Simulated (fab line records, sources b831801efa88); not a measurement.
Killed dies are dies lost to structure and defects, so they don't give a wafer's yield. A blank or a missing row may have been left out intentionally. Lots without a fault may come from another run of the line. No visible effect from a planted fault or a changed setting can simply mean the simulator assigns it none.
Matching of chambers | flow gf180mcu | GF_POLY_GATE_ETCH_12 on rie-diel-02 has 4 sister chambers
The step etches BARC in N2/H2. 4 wafers are shown with their chamber, then 8 later ones without.

== WAFERS, EACH WITH ITS CHAMBER ==
wafer  | chamber | drypump-motor-current-A (A)
L679.2 | 2       | 6.1
L679.5 | 0       | 5.7
L680.2 | 3       | 5.8
L685.1 | 1       | 5.9

== WAFERS WITH NO CHAMBER GIVEN ==
wafer  | drypump-motor-current-A (A)
L685.2 | 5.7
L685.5 | 5.7
L688.1 | 5.7
L688.3 | 5.9
L688.4 | 6.2
L690.4 | 5.7
L690.5 | 5.9
L690.6 | 5.7

== WHICH CHAMBER EACH WENT THROUGH ==
wafer  | from the rows above | in truth
L685.2 | 0                   | 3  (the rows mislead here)
L685.5 | 0                   | 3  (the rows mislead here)
L688.1 | 0                   | 0
L688.3 | 1                   | 1
L688.4 | 2                   | 2
L690.4 | 0                   | 0
L690.5 | 1                   | 1
L690.6 | 0                   | 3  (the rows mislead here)
Correctly placed: 5 of 8. Can't be placed from these rows: 0. Wrongly placed: 3.
How it was worked out, from the rows above alone: a wafer's distance from a chamber is the root of the sum, over the readings, of the square of ((its reading less the chamber's mean) divided by the reading's scatter). If the next closest chamber is less than 2 further off than the closest, the wafer can't be placed; otherwise it belongs to the closest. The mean given for a chamber averages the wafers shown for that chamber. The scatter: root of mean squared gap, hidden wafer to nearest shown wafer, with one shown wafer a chamber.
